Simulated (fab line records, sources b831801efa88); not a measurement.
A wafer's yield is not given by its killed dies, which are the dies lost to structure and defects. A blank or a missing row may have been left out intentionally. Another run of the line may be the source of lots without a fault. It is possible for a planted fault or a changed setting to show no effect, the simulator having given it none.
A lot that was struck, set against a sound lot | flow sky130 | 19 steps out of a route of 708
Sound: wafers L375.1, L375.2, L375.3. Struck: wafer L365.6 (left out: L365.3, a lot-mate that was not struck); the cause follows at the end.
Order at every step that has rows: each side's tool, ch and its chambers, its first start. Under that, the readings that differ: sound wafers | struck wafers | difference of the means | sigmas: that difference in standard deviations of wafers without a fault.
alike: a reading whose means differ by less than 2 such deviations, as well as words and numbers matching on both sides. not compared: withheld readings; readings where some wafer has no value; bounds like >300 that might hide an equal value; numbers whose values overlap and for which the record gives no deviation.
A row with sigmas, a row that says differs or no value, or rows on one side alone: a step with any of these is where the two part. Non-overlapping numbers with no deviation appear without sigmas and do not part them. A reading missing from all wafers of one side parts the sides only when that side holds two or more wafers.

SKY_LI_CONTACT_THK_MEAS_23: measures by xrf.
  sound: filmMetro-04 at day 34 20:20; struck: filmMetro-04 at day 31 20:52
  alike: LI_CONTACT_W_THK
SKY_LI_CONTACT_CMP_24: polishes, stops on PSG, t overpolish 20 s, target thk 0 nm.
  sound on cmp-02 ch 0,1,3, day 34 20:26; struck on cmp-02 ch 0, day 31 21:00
  alike: motorCurrentA, overpolishRunS, platenRpm, timeToEndpointS
SKY_LOCAL_INTERCONNECT_SPUTTER_00: material TiN, target thk 100 nm, time 83.3 s.
  sound: pvdSputter-01 at day 34 20:41; struck: pvdSputter-04 at day 31 21:12
  alike: susceptorTempC, throttleValvePct
SKY_LOCAL_INTERCONNECT_RS_MEAS_01: measures by four-point-probe.
  sound: filmMetro-01 at day 34 20:46; struck: filmMetro-04 at day 31 21:18
  alike: LOCAL_INTERCONNECT_TIN_RS
SKY_LOCAL_INTERCONNECT_THK_MEAS_02: measures by xrf.
  sound: filmMetro-01 at day 34 20:53; struck: filmMetro-04 at day 31 21:24
  alike: LOCAL_INTERCONNECT_TIN_THK
then, 7 steps without rows for these wafers: SKY_LOCAL_INTERCONNECT_DEHYDRATE_03 (time 60 s); SKY_LOCAL_INTERCONNECT_HMDS_04 (prime time 60 s); SKY_LOCAL_INTERCONNECT_COAT_05 (resist thk 60 nm); SKY_LOCAL_INTERCONNECT_COAT_06 (resist thk 450 nm); SKY_LOCAL_INTERCONNECT_SOFTBAKE_07 (time 90 s); SKY_LOCAL_INTERCONNECT_EXPOSE_08 (exposes mask LI1M, target cd 170 nm); SKY_LOCAL_INTERCONNECT_PEB_09.
SKY_LOCAL_INTERCONNECT_DEVELOP_10: develop time 60 s.
  sound on lithoTrack-02 ch 0, day 35 22:00; struck on lithoTrack-03 ch 0, day 33 00:00
SKY_LOCAL_INTERCONNECT_CD_MEAS_11: the cd target is 170 nm.
  sound: cdSem-01 at day 35 22:44; struck: cdSem-01 at day 33 00:37
reading   | sound             | struck | difference | sigmas
cdNm (nm) | 169.0 168.6 170.5 | 181.6  | +12.2      | +8
SKY_LOCAL_INTERCONNECT_OVL_MEAS_12:
  sound: overlay-01 at day 35 22:51; struck: overlay-02 at day 33 00:42
  alike: LOCAL_INTERCONNECT_OVL
SKY_LOCAL_INTERCONNECT_ETCH_13: etches BARC in N2/H2, stops on SiO2, time 45.9 s, target depth 60 nm.
  sound on rieMetal-02 ch 0,1, day 35 22:53; struck on rieMetal-02 ch 1, day 33 00:45
reading                            | sound           | struck | difference | sigmas
model.LOCAL_INTERCONNECT.cdNm (nm) | 170.4 169 171.2 | 181.7  | +11.5      | 
  alike: drypumpMotorCurrentA, heBacksideLeakSccm, oesProductAu, throttleValvePct
  not compared: rfHoursCounterH
SKY_LOCAL_INTERCONNECT_METAL_ETCH_14: etches TiN in Cl2/BCl3, stops on PSG, target depth 110 nm, time 31.4 s.
  sound on rieMetal-02 ch 0,1, day 35 22:57; struck on rieMetal-02 ch 1, day 33 00:50
reading                            | sound             | struck | difference | sigmas
heBacksideLeakSccm (sccm)          | 3.18 3.04 3.14    | 3.69   | +0.57      | +3
model.LOCAL_INTERCONNECT.cdNm (nm) | 169.9 167.2 170.5 | 181    | +12        | 
  alike: drypumpMotorCurrentA, oesProductAu, throttleValvePct
  not compared: rfHoursCounterH
SKY_LOCAL_INTERCONNECT_STRIP_15: strips in O2/N2.
  sound on plasmaAsher-04 ch 0,1, day 35 23:00; struck on plasmaAsher-01 ch 0, day 33 00:55
reading                  | sound       | struck | difference | sigmas
drypumpMotorCurrentA (A) | 5.3 5.3 5.3 | 6.6    | +1.3       | +2
  alike: oesProductAu, stripTimeToEndpointS
  not compared: rfHoursCounterH
-- a jump in the record: the struck wafers' starts before and after are 15 days apart (it breaks off in module LOCAL_INTERCONNECT and resumes in module PAD_OPEN, where the first step shown is number 708 of the route) --
SKY_PAD_OPEN_PROBE_99:
  sound: prober-02 at day 49 20:49; struck: prober-02 at day 47 21:20
reading                     | sound             | struck | difference | sigmas
model.etest.resLi.lineOhmUm | 76.28 75.16 75.14 | 71.9   | -3.6       | 
  alike: killed_at_M0_to_M3, killed_at_M4_up, killedAtContacts, killedAtFrontEnd, killedAtOther, killedDies, killedOnRim, killedOpen, killedShort

== WHERE THEY PART ==
At SKY_LOCAL_INTERCONNECT_CD_MEAS_11 first; at SKY_LOCAL_INTERCONNECT_STRIP_15 last (within this record only). Later steps at which nothing parts them and some readings are alike: SKY_PAD_OPEN_PROBE_99.

WHY: whatever the simulator had introduced
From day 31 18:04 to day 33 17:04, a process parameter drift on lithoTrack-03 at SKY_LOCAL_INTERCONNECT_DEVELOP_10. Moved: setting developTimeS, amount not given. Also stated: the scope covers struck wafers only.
